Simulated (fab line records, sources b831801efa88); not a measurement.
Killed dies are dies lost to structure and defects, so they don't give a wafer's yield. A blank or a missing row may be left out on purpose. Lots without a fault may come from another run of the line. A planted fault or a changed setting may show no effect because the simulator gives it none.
A struck lot beside a sound one | flow gf180mcu | 16 steps out of a route of 602
Sound: wafers L810.2, L810.3, L810.4. Struck: wafers L809.1, L809.2. (L809.6 of the same lot was not struck and is left out.) The cause comes at the end.
At each step with rows: each side's tool, then ch and its chambers, then its first start. Under that, the readings that differ: sound wafers | struck wafers | difference of the means | sigmas: that difference in standard deviations of wafers without a fault.
alike: readings whose means differ by less than 2 such deviations, and words and numbers that are the same on both sides. not compared: withheld readings, readings that some wafer has no value for, bounds like >300 that may hide the same value, and numbers for which the record gives no deviation and whose values overlap.
The two part at a step that has a row with sigmas, a row that says differs or no value, or rows on one side only. Numbers that don't overlap but have no deviation are shown without sigmas and don't part them. A reading that every wafer of one side lacks parts them only if that side has two wafers or more.

GF_M1_SPUTTER_04: material TiN, target thk 50 nm, time 41.7 s.
  sound on pvd_sputter-04, day 19 11:21; struck on pvd_sputter-03, day 19 03:32
  reading                | sound          | struck    | difference | sigmas
  throttle_valve_pct (%) | 31.0 30.7 29.8 | 29.0 28.2 | -1.9       | -2
GF_M1_RS_MEAS_05: measures by four-point-probe.
  sound on film_metro-01, day 19 11:25; struck on film_metro-03, day 19 03:34
  alike: M1_ALCU_RS
GF_M1_THK_MEAS_06: measures by xrf.
  sound on film_metro-01, day 19 11:31; struck on film_metro-03, day 19 03:41
  alike: M1_ALCU_THK
then, 7 steps without rows for these wafers: GF_M1_DEHYDRATE_07 (time 60 s); GF_M1_HMDS_08 (prime time 60 s); GF_M1_COAT_09 (resist thk 1000 nm); GF_M1_SOFTBAKE_10 (time 60 s); GF_M1_EXPOSE_11 (exposes mask Metal1, target cd 230 nm); GF_M1_PEB_12 (peb time 90 s); GF_M1_DEVELOP_13 (develop time 60 s).
GF_M1_CD_MEAS_14: target cd 230 nm.
  sound on cd_sem-02, day 20 12:11; struck on cd_sem-01, day 20 03:48
  alike: cd_nm
GF_M1_OVL_MEAS_15:
  sound on overlay-02, day 20 12:17; struck on overlay-02, day 20 03:55
  alike: M1_OVL
GF_M1_METAL_ETCH_16: etches the open film in Cl2/BCl3, stops on SiO2, target depth 627.5 nm, time 104.6 s.
  sound on rie_metal-02 ch 0,1, day 20 12:19; struck on rie_metal-03 ch 0,1, day 20 03:57
  reading                             | sound                | struck        | difference                    | sigmas
  bias_w (W)                          | 140.2 140.2 140.1    | - -           | no value on the struck wafers |
  oes_product_au (a.u.)               | 0.972 0.963 0.980    | 1.006 1.010   | +0.036                        | +6
  run_length_s (s)                    | 133.3 133.4 133.9    | 109.9 110.2   | -23.5                         | -27
  throttle_valve_pct (%)              | 28.258 28.254 28.243 | 28.208 28.210 | -0.043                        | -4
  model.etch.depth_nm (nm)            | 600.8 602.6 602.7    | 496.5 502.2   | -102.7                        |
  model.M1.feature_depth_nm (nm)      | 600.8 602.6 602.7    | 496.5 502.2   | -102.7                        |
  model.KrF_of_M1_COAT_09.thk_nm (nm) | 736.5 737.6 735.1    | 783.2 778.3   | +44.4                         |
  alike: drypump_motor_current_A
  not compared: rf_hours_counter_h
GF_M1_STRIP_17: strips in O2/N2.
  sound on plasma_asher-01 ch 0,1, day 20 12:26; struck on plasma_asher-04 ch 0,1, day 20 04:04
  reading                      | sound             | struck      | difference | sigmas
  oes_product_au (a.u.)        | 0.568 0.559 0.565 | 0.574 0.578 | +0.012     | +2
  strip_time_to_endpoint_s (s) | 7.90 7.90 7.88    | 8.33 8.29   | +0.42      | +9
  alike: drypump_motor_current_A, heater_power_w
  not compared: rf_hours_counter_h
then, 1 step without rows for these wafers: GF_M1_STRIP_18 (strips in post etch residue remover, time 1200 s).
-- the record jumps here: 11 days lie between the struck wafers' starts before and after (it left off in module M1 and takes up again in module PASSIVATION, whose first step shown is number 602 of the route) --
GF_PASSIVATION_PROBE_99:
  sound on prober-02, day 31 15:33; struck on prober-01, day 31 09:43
  reading                                   | sound             | struck      | difference | sigmas
  model.etest.tester.sort_n_pass            | 445 436 435       | 0 0         | -439       |
  model.etest.tester.sort_yield_pct (%)     | 90.45 88.62 88.41 | 0 0         | -89        |
  model.etest.tester.sort_bin_3_pct (%)     | 0.2033 0 0.2033   | 89.63 89.84 | +89.60     |
  model.etest.ldnmos_10p0.over_limit        | 0 0 0             | 1 1         | +1         |
  model.etest.diode_pwell_dnwell.over_limit | 0 0 0             | 1 1         | +1         |
  model.etest.ppoly_u.short                 | 0 0 0             | 1 1         | +1         |
  model.etest.nmos_6p0_turned.short         | 0 0 0             | 1 1         | +1         |
  model.etest.iso_nplus_nwell.over_limit    | 0 0 0             | 1 1         | +1         |

WHERE THEY PART
First at GF_M1_SPUTTER_04; last, within this record, at GF_M1_STRIP_17.

WHY: what the simulator had put in
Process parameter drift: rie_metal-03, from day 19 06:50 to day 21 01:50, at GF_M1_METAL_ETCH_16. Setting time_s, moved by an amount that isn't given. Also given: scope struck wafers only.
